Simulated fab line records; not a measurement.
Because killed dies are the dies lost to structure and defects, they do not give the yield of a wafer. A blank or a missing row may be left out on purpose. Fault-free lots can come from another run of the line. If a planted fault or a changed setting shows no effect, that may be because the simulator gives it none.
fab line records	flow gf180mcu	part 1 of 2: steps 1 to 28 of 39
record: lots: 5	wafers: 15	last_day: 34
route steps=602 shown MVSD@73 MVPSD@78 VT_IMPLANT@90
lots that met no fault: taken from a fault-free run of the same line
start_h: hours from the record's opening day to when the first of the lot's shown wafers began	wait_h: hours elapsed since this lot's preceding step	" as in the row above	L1.1+2: a row that stands for several wafers	- no value present, or no start provided	* or withheld: withheld	< > ~ a bound
route shown NAME@n: a module of which the file shows steps, and the number in the route of the first	usual: average and standard deviation across the fault-free wafers	same: alike in all rows	chamber/n: place in a boat	sites: the reading at each site	_std_site: standard deviation of those values	_edge_site: inner sites' mean taken away from outer sites' mean	radius_mm: for every site, how far away it sits from the centre of the wafer	mask NAME#n: copy n	behind: the tool/chamber that last shaped the wafer	hold: why the lot was held/for how many hours/how that ended	device: the transistor (n, p or np) that didn't switch	end of line: at the end of the route, the tests of the same wafers	a step with no rows: only its recipe	killed: count of dies lost to structure and defects at first sort (not the wafer's yield)	map: shows each die of a wafer: x if killed, . if not, _ if none is there
set.NAME: the setting as run; set.NAME@STEP: as run at that earlier step	model.NAME: the simulator's own value behind a step, which no gauge read
a table for each step, a row for each wafer; lots at some steps of the route
services: the hour from which a tool's chamber was out of use, counted from the record's first day as start_h (under 0 if before that day), plus the number of hours and why
== steps ==
step: GF_MVSD_OVL_MEAS_07
usual: MVSD_OVL: 0.2/1.3
lot.wafer	tool	chamber	start_h	wait_h	MVSD_OVL[nm]
L076.1	overlay-01	-	93.36	-	-0.5
L076.3	"	-	"	"	-1.6
L076.4	"	-	"	"	0.7
L080.3	overlay-01	-	116.15	-	1.5
L080.4	"	-	"	"	1.2
L080.5	"	-	"	"	1.1
L090.1	overlay-02	-	174.66	-	-1.0
L090.3	"	-	"	"	-2.4
L090.6	"	-	"	"	1.0
L093.2	overlay-01	-	193.11	-	-0.7
L093.3	"	-	"	"	-0.2
L093.6	"	-	"	"	1.7
L097.3	overlay-01	-	219.35	-	-1.0
L097.5	"	-	"	"	-0.7
L097.6	"	-	"	"	-0.1
step: GF_MVSD_IMPLANT_08
recipe: species: P	energy_kev: 400	dose_cm2: 1.6e+13	tilt_deg: 0
usual: beam_on_s: 9.96/0.2
same: implant_ion_amu: 31
lot.wafer	tool	chamber	start_h	wait_h	beam_on_s
L076.1	implanter-03	0	93.40	0.0	9.51
L076.3	"	0	"	"	9.70
L076.4	"	0	"	"	10.01
L080.3	implanter-04	0	116.23	0.1	10.09
L080.4	"	0	"	"	10.09
L080.5	"	0	"	"	10.13
L090.1	implanter-03	0	174.69	0.0	10.10
L090.3	"	0	"	"	9.93
L090.6	"	0	"	"	10.07
L093.2	implanter-03	0	193.17	0.0	10.07
L093.3	"	0	"	"	9.37
L093.6	"	0	"	"	9.81
L097.3	implanter-04	0	219.43	0.1	9.73
L097.5	"	0	"	"	10.25
L097.6	"	0	"	"	10.16
step: GF_MVSD_IMPLANT_09
recipe: species: P	energy_kev: 100	dose_cm2: 5e+12	tilt_deg: 0
usual: beam_on_s: 10.04/0.2
same: implant_ion_amu: 31
lot.wafer	tool	chamber	start_h	wait_h	beam_on_s
L076.1	implanter-03	0	93.55	0.1	10.04
L076.3	"	0	"	"	9.81
L076.4	"	0	"	"	10.23
L080.3	implanter-04	0	116.38	0.1	9.74
L080.4	"	0	"	"	9.91
L080.5	"	0	"	"	10.16
L090.1	implanter-03	0	174.84	0.1	9.97
L090.3	"	0	"	"	9.89
L090.6	"	0	"	"	10.13
L093.2	implanter-03	0	193.32	0.1	10.27
L093.3	"	0	"	"	10.17
L093.6	"	0	"	"	10.37
L097.3	implanter-04	0	219.58	0.1	9.77
L097.5	"	0	"	"	9.96
L097.6	"	0	"	"	9.89
step: GF_MVSD_STRIP_10
recipe: chemistry: O2/N2	power_w: 1400	pressure_mtorr: 1500	platen_temp_c: 250	o2_flow_sccm: 3000	n2_flow_sccm: 300	overash_fraction: 0.5
usual: drypump_motor_current_A: 5.8/0.44	heater_power_w: 339/39	o2_flow_sccm: 3000/9	oes_product_au: 0.723/0.0042	strip_time_to_endpoint_s: 37.03/0.11
lot.wafer	tool	chamber	start_h	wait_h	drypump_motor_current_A	heater_power_w	o2_flow_sccm	oes_product_au	rf_hours_counter_h	strip_time_to_endpoint_s
L076.1	plasma_asher-02	0	93.70	0.1	5.8	355	2991	0.721	44	36.86
L076.3	"	0	"	"	5.8	356	3006	0.721	-	37.00
L076.4	"	1	"	"	6.3	421	3013	0.720	-	36.97
L080.3	plasma_asher-03	0	116.51	0.1	6.4	317	2995	0.728	-	37.10
L080.4	"	1	"	"	5.2	282	3004	0.717	-	37.12
L080.5	"	1	"	"	5.2	283	3002	0.718	-	37.04
L090.1	plasma_asher-03	1	174.99	0.1	5.2	287	2987	0.719	39	37.12
L090.3	"	1	"	"	5.2	291	2990	0.725	-	37.10
L090.6	"	1	"	"	5.2	283	2999	0.725	-	37.00
L093.2	plasma_asher-03	0	193.44	0.1	6.4	320	2990	0.719	41	37.06
L093.3	"	1	"	"	5.2	287	3009	0.725	-	37.01
L093.6	"	1	"	"	5.2	288	3003	0.723	-	37.07
L097.3	plasma_asher-02	0	219.71	0.1	5.8	351	2991	0.720	-	37.04
L097.5	"	1	"	"	6.3	420	2998	0.721	-	37.06
L097.6	"	0	"	"	5.8	336	2983	0.723	-	37.16
step: GF_MVSD_TW_MEAS_11
usual: MVSD_TW: 1584/19
lot.wafer	tool	chamber	start_h	wait_h	MVSD_TW
L076.1	film_metro-01	-	93.80	0.1	1609
L076.3	"	-	"	"	1600
L076.4	"	-	"	"	1596
L080.3	film_metro-04	-	116.60	0.1	1587
L080.4	"	-	"	"	1589
L080.5	"	-	"	"	1581
L090.1	film_metro-04	-	175.09	0.1	1579
L090.3	"	-	"	"	1587
L090.6	"	-	"	"	1597
L093.2	film_metro-04	-	193.55	0.1	1591
L093.3	"	-	"	"	1583
L093.6	"	-	"	"	1581
L097.3	film_metro-01	-	219.80	0.1	1611
L097.5	"	-	"	"	1610
L097.6	"	-	"	"	1621
step: GF_MVPSD_DEHYDRATE_00
recipe: temp_c: 200	time_s: 60
lot.wafer	tool	chamber	start_h	wait_h
L076.1+3+4	litho_track-04	0	100.24	6.4
L080.3+4+5	litho_track-04	0	123.14	6.5
L090.1+3+6	litho_track-04	0	182.84	7.7
L093.2+3+6	litho_track-04	0	201.07	7.5
L097.3+5+6	litho_track-03	0	228.20	8.4
step: GF_MVPSD_HMDS_01
recipe: prime_time_s: 60	prime_temp_c: 120
lot.wafer	tool	chamber	start_h	wait_h
L076.1+3+4	litho_track-04	0	100.39	0.1
L080.3+4+5	litho_track-04	0	123.29	0.1
L090.1+3+6	litho_track-04	0	182.99	0.1
L093.2+3+6	litho_track-04	0	201.22	0.1
L097.3+5+6	litho_track-03	0	228.35	0.1
step: GF_MVPSD_COAT_02
recipe: spin_rpm: 2000	resist_thk_nm: 3000
lot.wafer	tool	chamber	start_h	wait_h
L076.1+3+4	litho_track-04	0	100.54	0.1
L080.3+4+5	litho_track-04	0	123.44	0.1
L090.1+3+6	litho_track-04	0	183.14	0.1
L093.2+3+6	litho_track-04	0	201.37	0.1
L097.3+5+6	litho_track-03	0	228.50	0.1
step: GF_MVPSD_SOFTBAKE_03
recipe: temp_c: 110	time_s: withheld
lot.wafer	tool	chamber	start_h	wait_h
L076.1+3+4	litho_track-04	0	100.69	0.1
L080.3+4+5	litho_track-04	0	123.61	0.1
L090.1+3+6	litho_track-04	0	183.29	0.1
L093.2+3+6	litho_track-04	0	201.52	0.1
L097.3+5+6	litho_track-03	0	228.67	0.1
step: GF_MVPSD_EXPOSE_04
recipe: mask_id: MVPSD	target_cd_nm: 1000	na: 0.6	source_shape: conventional	sigma_outer: 0.6	dose_mj: 260
usual: focus_offset_nm: 0.1/0.57	stage_vel_mm_s: 499.99/0.28
same: sigma_outer: 0.6
lot.wafer	tool	chamber	start_h	wait_h	mask	focus_offset_nm	stage_vel_mm_s
L076.1	iline_stepper-01	0	-	-	MVPSD#0	-0.4	499.95
L076.3	"	0	"	"	MVPSD#0	-0.1	499.72
L076.4	"	0	"	"	MVPSD#0	-0.1	499.77
L080.3	iline_stepper-02	0	-	-	MVPSD#0	0.8	500.13
L080.4	"	0	"	"	MVPSD#0	0.7	500.25
L080.5	"	0	"	"	MVPSD#0	0.1	500.18
L090.1	iline_stepper-02	0	-	-	MVPSD#0	-1.0	499.78
L090.3	"	0	"	"	MVPSD#0	0.1	499.49
L090.6	"	0	"	"	MVPSD#0	-0.3	500.37
L093.2	iline_stepper-02	0	-	-	MVPSD#0	0.2	500.49
L093.3	"	0	"	"	MVPSD#0	-0.6	500.39
L093.6	"	0	"	"	MVPSD#0	0.4	500.25
L097.3	iline_stepper-02	0	-	-	MVPSD#0	0.9	499.81
L097.5	"	0	"	"	MVPSD#0	1.2	500.00
L097.6	"	0	"	"	MVPSD#0	1.2	500.12
step: GF_MVPSD_PEB_05
recipe: temp_c: 115	time_s: withheld
lot.wafer	tool	chamber	start_h	wait_h
L076.1+3+4	litho_track-02	0	-	-
L080.3+4+5	litho_track-02	0	-	-
L090.1+3+6	litho_track-04	0	-	-
L093.2+3+6	litho_track-03	0	-	-
L097.3+5+6	litho_track-03	0	-	-
step: GF_MVPSD_DEVELOP_06
recipe: wall_angle_deg: 90	develop_time_s: 60	dev_temp_c: 23
usual: developer_temp_C: 22.99/0.1
lot.wafer	tool	chamber	start_h	wait_h	developer_temp_C
L076.1	litho_track-02	0	-	-	22.83
L076.3	"	0	"	"	22.78
L076.4	"	0	"	"	22.71
L080.3	litho_track-02	0	-	-	23.01
L080.4	"	0	"	"	23.02
L080.5	"	0	"	"	23.05
L090.1	litho_track-04	0	-	-	23.04
L090.3	"	0	"	"	23.03
L090.6	"	0	"	"	23.08
L093.2	litho_track-03	0	-	-	23.03
L093.3	"	0	"	"	22.99
L093.6	"	0	"	"	23.15
L097.3	litho_track-03	0	-	-	22.89
L097.5	"	0	"	"	22.99
L097.6	"	0	"	"	23.01
step: GF_MVPSD_OVL_MEAS_07
usual: MVPSD_OVL: 1.0/1.4
lot.wafer	tool	chamber	start_h	wait_h	MVPSD_OVL[nm]
L076.1	overlay-02	-	107.11	-	2.7
L076.3	"	-	"	"	1.8
L076.4	"	-	"	"	3.6
L080.3	overlay-02	-	131.72	-	-2.1
L080.4	"	-	"	"	-1.2
L080.5	"	-	"	"	-0.3
L090.1	overlay-01	-	192.19	-	0.8
L090.3	"	-	"	"	1.2
L090.6	"	-	"	"	2.3
L093.2	overlay-02	-	209.91	-	2.3
L093.3	"	-	"	"	1.4
L093.6	"	-	"	"	2.1
L097.3	overlay-02	-	237.57	-	-0.2
L097.5	"	-	"	"	-0.1
L097.6	"	-	"	"	1.3
step: GF_MVPSD_IMPLANT_08
recipe: species: B	energy_kev: 170	dose_cm2: 1.5e+13	tilt_deg: 0
usual: beam_on_s: 10.00/0.16
same: implant_ion_amu: 11
lot.wafer	tool	chamber	start_h	wait_h	beam_on_s
L076.1	implanter-03	0	107.15	0.0	9.73
L076.3	"	0	"	"	10.18
L076.4	"	0	"	"	10.34
L080.3	implanter-01	0	131.80	0.1	9.96
L080.4	"	0	"	"	10.10
L080.5	"	0	"	"	10.02
L090.1	implanter-02	0	192.23	0.0	10.01
L090.3	"	0	"	"	10.15
L090.6	"	0	"	"	9.83
L093.2	implanter-02	0	209.96	0.0	10.01
L093.3	"	0	"	"	10.20
L093.6	"	0	"	"	9.92
L097.3	implanter-01	0	237.64	0.1	9.88
L097.5	"	0	"	"	10.24
L097.6	"	0	"	"	9.99
step: GF_MVPSD_IMPLANT_09
recipe: species: B	energy_kev: 40	dose_cm2: 5e+12	tilt_deg: 0
usual: beam_on_s: 9.97/0.2
same: implant_ion_amu: 11
lot.wafer	tool	chamber	start_h	wait_h	beam_on_s
L076.1	implanter-03	0	107.30	0.1	10.13
L076.3	"	0	"	"	9.93
L076.4	"	0	"	"	9.81
L080.3	implanter-01	0	131.95	0.1	9.63
L080.4	"	0	"	"	9.86
L080.5	"	0	"	"	9.79
L090.1	implanter-02	0	192.38	0.1	10.05
L090.3	"	0	"	"	10.33
L090.6	"	0	"	"	10.19
L093.2	implanter-02	0	210.11	0.1	10.47
L093.3	"	0	"	"	9.92
L093.6	"	0	"	"	9.98
L097.3	implanter-01	0	237.79	0.1	9.93
L097.5	"	0	"	"	9.73
L097.6	"	0	"	"	10.05
step: GF_MVPSD_STRIP_10
recipe: chemistry: O2/N2	power_w: 1400	pressure_mtorr: 1500	platen_temp_c: 250	o2_flow_sccm: 3000	n2_flow_sccm: 300	overash_fraction: 0.5
usual: drypump_motor_current_A: 5.6/0.37	heater_power_w: 355/32	o2_flow_sccm: 2999/8.8	oes_product_au: 0.722/0.0042	strip_time_to_endpoint_s: 36.95/0.11
lot.wafer	tool	chamber	start_h	wait_h	drypump_motor_current_A	heater_power_w	o2_flow_sccm	oes_product_au	rf_hours_counter_h	strip_time_to_endpoint_s
L076.1	plasma_asher-01	1	107.45	0.1	5.8	353	3003	0.731	47	37.02
L076.3	"	0	"	"	5.6	333	2995	0.725	-	37.05
L076.4	"	1	"	"	5.8	347	2995	0.718	-	37.07
L080.3	plasma_asher-04	0	132.08	0.1	5.1	323	2979	0.722	-	37.07
L080.4	"	1	"	"	5.4	374	2990	0.725	-	36.94
L080.5	"	1	"	"	5.4	368	2982	0.721	-	37.01
L090.1	plasma_asher-04	1	192.53	0.1	5.4	372	3001	0.718	54	36.80
L090.3	"	0	"	"	5.2	324	2984	0.718	-	36.85
L090.6	"	1	"	"	5.4	385	2992	0.724	-	36.83
L093.2	plasma_asher-01	0	210.24	0.1	5.7	327	2999	0.721	58	36.90
L093.3	"	0	"	"	5.6	325	3000	0.728	-	36.89
L093.6	"	0	"	"	5.6	329	2987	0.726	-	36.88
L097.3	plasma_asher-04	0	237.92	0.1	5.2	320	3012	0.728	-	37.01
L097.5	"	0	"	"	5.2	317	3005	0.724	-	37.03
L097.6	"	1	"	"	5.4	383	3011	0.727	-	36.96
step: GF_MVPSD_TW_MEAS_11
usual: MVPSD_TW: 556/5.6
lot.wafer	tool	chamber	start_h	wait_h	MVPSD_TW
L076.1	film_metro-01	-	107.55	0.1	562
L076.3	"	-	"	"	562
L076.4	"	-	"	"	559
L080.3	film_metro-03	-	132.17	0.1	554
L080.4	"	-	"	"	554
L080.5	"	-	"	"	556
L090.1	film_metro-04	-	192.63	0.1	558
L090.3	"	-	"	"	556
L090.6	"	-	"	"	558
L093.2	film_metro-04	-	210.35	0.1	556
L093.3	"	-	"	"	553
L093.6	"	-	"	"	556
L097.3	film_metro-04	-	238.01	0.1	553
L097.5	"	-	"	"	549
L097.6	"	-	"	"	555
step: GF_VT_IMPLANT_DEHYDRATE_00
recipe: temp_c: 200	time_s: 60
lot.wafer	tool	chamber	start_h	wait_h
L076.1+3+4	litho_track-01	0	114.56	7.0
L080.3+4+5	litho_track-01	0	139.06	6.9
L090.1+3+6	litho_track-02	0	199.81	7.2
L093.2+3+6	litho_track-02	0	218.89	8.5
L097.3+5+6	litho_track-01	0	246.51	8.5
step: GF_VT_IMPLANT_HMDS_01
recipe: prime_time_s: 60	prime_temp_c: 120
lot.wafer	tool	chamber	start_h	wait_h
L076.1+3+4	litho_track-01	0	114.71	0.1
L080.3+4+5	litho_track-01	0	139.21	0.1
L090.1+3+6	litho_track-02	0	199.96	0.1
L093.2+3+6	litho_track-02	0	219.04	0.1
L097.3+5+6	litho_track-01	0	246.66	0.1
step: GF_VT_IMPLANT_COAT_02
recipe: resist: NOVOLAK	spin_rpm: 3000	resist_thk_nm: 1000
lot.wafer	tool	chamber	start_h	wait_h
L076.1+3+4	litho_track-01	0	114.86	0.1
L080.3+4+5	litho_track-01	0	139.36	0.1
L090.1+3+6	litho_track-02	0	200.11	0.1
L093.2+3+6	litho_track-02	0	219.19	0.1
L097.3+5+6	litho_track-01	0	246.81	0.1
step: GF_VT_IMPLANT_SOFTBAKE_03
recipe: temp_c: 90	time_s: 60	resist: NOVOLAK
lot.wafer	tool	chamber	start_h	wait_h
L076.1+3+4	litho_track-01	0	115.01	0.1
L080.3+4+5	litho_track-01	0	139.51	0.1
L090.1+3+6	litho_track-02	0	200.26	0.1
L093.2+3+6	litho_track-02	0	219.34	0.1
L097.3+5+6	litho_track-01	0	246.96	0.1
step: GF_VT_IMPLANT_EXPOSE_04
recipe: mask_id: LVPWELL_LV_AREA	target_cd_nm: 600	na: 0.6	source_shape: conventional	sigma_outer: 0.6	dose_mj: 140
usual: focus_offset_nm: 0.0/0.49	stage_vel_mm_s: 500.09/0.26
same: sigma_outer: 0.6
lot.wafer	tool	chamber	start_h	wait_h	mask	focus_offset_nm	stage_vel_mm_s
L076.1	iline_stepper-01	0	-	-	LVPWELL_LV_AREA#0	0.0	500.46
L076.3	"	0	"	"	LVPWELL_LV_AREA#0	-0.7	500.02
L076.4	"	0	"	"	LVPWELL_LV_AREA#0	-0.1	499.79
L080.3	iline_stepper-02	0	-	-	LVPWELL_LV_AREA#0	-0.8	499.73
L080.4	"	0	"	"	LVPWELL_LV_AREA#0	-0.9	499.90
L080.5	"	0	"	"	LVPWELL_LV_AREA#0	-0.7	500.33
L090.1	iline_stepper-02	0	-	-	LVPWELL_LV_AREA#0	-0.3	499.85
L090.3	"	0	"	"	LVPWELL_LV_AREA#0	0.1	499.71
L090.6	"	0	"	"	LVPWELL_LV_AREA#0	0.0	500.24
L093.2	iline_stepper-02	0	-	-	LVPWELL_LV_AREA#0	-0.7	500.06
L093.3	"	0	"	"	LVPWELL_LV_AREA#0	0.1	500.14
L093.6	"	0	"	"	LVPWELL_LV_AREA#0	-0.1	500.04
L097.3	iline_stepper-02	0	-	-	LVPWELL_LV_AREA#0	-0.5	500.06
L097.5	"	0	"	"	LVPWELL_LV_AREA#0	-0.8	500.36
L097.6	"	0	"	"	LVPWELL_LV_AREA#0	0.2	500.15
step: GF_VT_IMPLANT_PEB_05
recipe: temp_c: withheld	time_s: *	resist: NOVOLAK
lot.wafer	tool	chamber	start_h	wait_h
L076.1+3+4	litho_track-01	0	-	-
L080.3+4+5	litho_track-01	0	-	-
L090.1+3+6	litho_track-02	0	-	-
L093.2+3+6	litho_track-04	0	-	-
L097.3+5+6	litho_track-02	0	-	-
step: GF_VT_IMPLANT_DEVELOP_06
recipe: develop_time_s: 60	dev_temp_c: 23
usual: developer_temp_C: 22.99/0.1
lot.wafer	tool	chamber	start_h	wait_h	developer_temp_C
L076.1	litho_track-01	0	121.86	0.1	23.02
L076.3	"	0	"	"	23.13
L076.4	"	0	"	"	22.93
L080.3	litho_track-01	0	147.46	0.1	23.14
L080.4	"	0	"	"	23.16
L080.5	"	0	"	"	23.05
L090.1	litho_track-02	0	208.51	0.1	23.12
L090.3	"	0	"	"	23.15
L090.6	"	0	"	"	22.89
L093.2	litho_track-04	0	228.22	0.1	22.97
L093.3	"	0	"	"	23.16
L093.6	"	0	"	"	23.20
L097.3	litho_track-02	0	255.81	0.1	23.11
L097.5	"	0	"	"	23.10
L097.6	"	0	"	"	22.98
step: GF_VT_IMPLANT_OVL_MEAS_07
usual: VT_IMPLANT_OVL: -0.2/1.8
lot.wafer	tool	chamber	start_h	wait_h	VT_IMPLANT_OVL[nm]
L076.1	overlay-02	-	122.01	0.1	0.2
L076.3	"	-	"	"	0.2
L076.4	"	-	"	"	1.1
L080.3	overlay-01	-	147.57	0.1	0.8
L080.4	"	-	"	"	-1.7
L080.5	"	-	"	"	-2.3
L090.1	overlay-02	-	208.66	0.1	-2.6
L090.3	"	-	"	"	-2.5
L090.6	"	-	"	"	-2.8
L093.2	overlay-02	-	228.35	0.1	-2.6
L093.3	"	-	"	"	0.0
L093.6	"	-	"	"	-2.3
L097.3	overlay-01	-	255.92	0.1	-2.1
L097.5	"	-	"	"	-2.0
L097.6	"	-	"	"	-0.3
step: GF_VT_IMPLANT_IMPLANT_08
recipe: species: BF2	energy_kev: 20	dose_cm2: 8.29e+12	tilt_deg: 7
usual: beam_on_s: 10.02/0.21
same: implant_ion_amu: 49
lot.wafer	tool	chamber	start_h	wait_h	beam_on_s
L076.1	implanter-03	0	122.05	0.0	9.85
L076.3	"	0	"	"	10.10
L076.4	"	0	"	"	10.07
L080.3	implanter-03	0	147.64	0.1	10.21
L080.4	"	0	"	"	9.95
L080.5	"	0	"	"	10.19
L090.1	implanter-03	0	208.70	0.0	9.96
L090.3	"	0	"	"	10.28
L090.6	"	0	"	"	10.07
L093.2	implanter-04	0	228.40	0.0	10.44
L093.3	"	0	"	"	10.14
L093.6	"	0	"	"	9.78
L097.3	implanter-03	0	256.00	0.1	9.88
L097.5	"	0	"	"	9.82
L097.6	"	0	"	"	9.92
step: GF_VT_IMPLANT_STRIP_09
recipe: chemistry: O2/N2	power_w: 1400	pressure_mtorr: 1500	platen_temp_c: 250	o2_flow_sccm: 3000	n2_flow_sccm: 300	overash_fraction: 0.5
usual: drypump_motor_current_A: 5.6/0.49	heater_power_w: 327/31	o2_flow_sccm: 3001/9.9	oes_product_au: 0.716/0.0044	strip_time_to_endpoint_s: 12.63/0.039
lot.wafer	tool	chamber	start_h	wait_h	drypump_motor_current_A	heater_power_w	o2_flow_sccm	oes_product_au	rf_hours_counter_h	strip_time_to_endpoint_s
L076.1	plasma_asher-03	0	122.20	0.1	6.4	322	3004	0.722	33	12.62
L076.3	"	1	"	"	5.2	287	3006	0.708	-	12.65
L076.4	"	0	"	"	6.4	322	2992	0.725	-	12.59
L080.3	plasma_asher-04	1	147.78	0.1	5.4	379	3002	0.728	-	12.59
L080.4	"	0	"	"	5.1	317	2999	0.721	-	12.62
L080.5	"	1	"	"	5.4	373	3002	0.719	-	12.61
L090.1	plasma_asher-03	1	208.85	0.1	5.2	286	3005	0.723	42	12.64
L090.3	"	0	"	"	6.4	327	3012	0.718	-	12.61
L090.6	"	0	"	"	6.4	323	2987	0.718	-	12.66
L093.2	plasma_asher-03	1	228.53	0.1	5.2	288	3003	0.719	44	12.66
L093.3	"	1	"	"	5.2	276	2992	0.716	-	12.65
L093.6	"	1	"	"	5.2	282	2992	0.714	-	12.65
L097.3	plasma_asher-01	1	256.13	0.1	5.8	357	3009	0.712	-	12.59
L097.5	"	0	"	"	5.6	333	2992	0.713	-	12.55
L097.6	"	1	"	"	5.9	356	3013	0.718	-	12.58
step: GF_VT_IMPLANT_TW_MEAS_10
usual: VT_IMPLANT_TW: 568/4.3
lot.wafer	tool	chamber	start_h	wait_h	VT_IMPLANT_TW
L076.1	film_metro-02	-	122.30	0.1	568
L076.3	"	-	"	"	567
L076.4	"	-	"	"	570
L080.3	film_metro-02	-	147.86	0.1	573
L080.4	"	-	"	"	574
L080.5	"	-	"	"	574
L090.1	film_metro-02	-	208.95	0.1	572
L090.3	"	-	"	"	571
L090.6	"	-	"	"	572
L093.2	film_metro-04	-	228.64	0.1	564
L093.3	"	-	"	"	563
L093.6	"	-	"	"	563
L097.3	film_metro-02	-	256.22	0.1	571
L097.5	"	-	"	"	573
L097.6	"	-	"	"	573
